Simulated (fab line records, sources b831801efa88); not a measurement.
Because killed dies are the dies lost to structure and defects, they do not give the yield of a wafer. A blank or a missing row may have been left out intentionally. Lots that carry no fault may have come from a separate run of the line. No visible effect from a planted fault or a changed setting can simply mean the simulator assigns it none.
2 desks looking at one fault :: flow sky130 :: what lay behind the numbers comes last; until then each desk has only its own

DESK OF THE TOOL OWNER: implanter-01
For each lot that ran on this tool, the mean over its sampled wafers that have a number, from the tool's own readings at SKY_NWELL_IMPLANT_12. Any lot whose mean is over 4 standard deviations away from the usual mean is out of limits and marked OUT; that distance is given in the brackets.
Columns: A = doseIonsCm2 at SKY_NWELL_IMPLANT_12, usual 1.2997e+12; B = faradayCurrentUA at SKY_NWELL_IMPLANT_12, usual 7.33
lot: L583
first seen here: day 4 14:01
A: 1.3001e+12
B: 7.40

lot: L585
first seen here: day 5 03:04
A: 1.3007e+12
B: 7.38

lot: L586
first seen here: day 5 19:54
A: 1.3000e+12
B: 7.42

lot: L591
first seen here: day 7 04:30
A: 1.2997e+12
B: 7.36

lot: L594
first seen here: day 7 18:44
A: 1.4278e+12 (+99) OUT
B: 8.03 (+5.0) OUT

lot: L597
first seen here: day 8 12:45
A: 1.4300e+12 (+99 or more) OUT
B: 8.00 (+4.8) OUT

lot: L598
first seen here: day 9 00:43
A: 1.4274e+12 (+98) OUT
B: 8.01 (+4.9) OUT
This desk's verdict: out of limits on L594, L597, L598, starting with L594 at day 7 18:44 (doseIonsCm2 at SKY_NWELL_IMPLANT_12). Within limits: L583, L585, L586, L591.

THE METROLOGY DESK
Means of the sampled wafers that have a number, per lot and without regard to the tool the lot ran on: this is what the gauges read. Any lot whose mean is over 4 standard deviations away from the usual mean is out of limits and marked OUT; that distance is given in the brackets.
Columns: A = NWELL_01_OVL at SKY_NWELL_OVL_MEAS_23, usual -0.9 nm; B = cdNm at SKY_VIA2_CD_MEAS_12, usual 200.0 nm; C = cdNm at SKY_METAL4_CD_MEAS_13, usual 300.1 nm
lot: L582
first seen here: day 5 06:52
A: -1.0
B: 200.3
C: 299.9

lot: L583
first seen here: day 5 08:19
A: -3.9
B: 199.4
C: 298.0

lot: L584
first seen here: day 5 20:58
A: -1.4
B: 199.0
C: 297.7

lot: L585
first seen here: day 5 22:16
A: 0.6
B: 199.5
C: 298.9

lot: L586
first seen here: day 6 15:00
A: -1.9
B: 200.4
C: 301.0

lot: L588
first seen here: day 7 04:37
A: -0.9
B: 200.0
C: 300.3

lot: L589
first seen here: day 7 10:43
A: -0.1
B: 201.1
C: 301.7

lot: L590
first seen here: day 7 18:09
A: -1.0
B: 198.7
C: 300.4

lot: L591
first seen here: day 8 00:31
A: -1.7
B: 198.7
C: 300.7

lot: L594
first seen here: day 8 15:04
A: -2.1
B: -
C: -

lot: L597
first seen here: day 9 11:46
A: 0.3
B: 201.8
C: 298.1

lot: L598
first seen here: day 9 22:52
A: -0.5
B: 200.0
C: 300.2

lot: L599
first seen here: day 10 03:10
A: 0.6
B: 197.5
C: 298.2

lot: L600
first seen here: day 10 08:06
A: 1.5
B: 200.4
C: 303.0

lot: L603
first seen here: day 11 11:24
A: -4.6
B: 200.4
C: 299.5
This desk found nothing out of limits on any of the 15 lots.

BROUGHT TOGETHER
The tool owner's desk could have raised an alarm at day 7 18:44, on L594, L597, L598.
Nothing out of limits was seen by the metrology desk.
The metrology desk holds a record of L594, L597, L598, inside its limits.
On implanter-01, each named lot ran SKY_NWELL_IMPLANT_12.

WHAT WAS PUT IN BY THE SIMULATOR
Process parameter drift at SKY_NWELL_IMPLANT_12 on implanter-01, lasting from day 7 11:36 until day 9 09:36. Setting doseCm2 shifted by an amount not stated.
Struck lots among those shown: L594, L597, L598.
Each desk's first reading out of limits, in hours after the fault started: the tool owner's desk, 7.
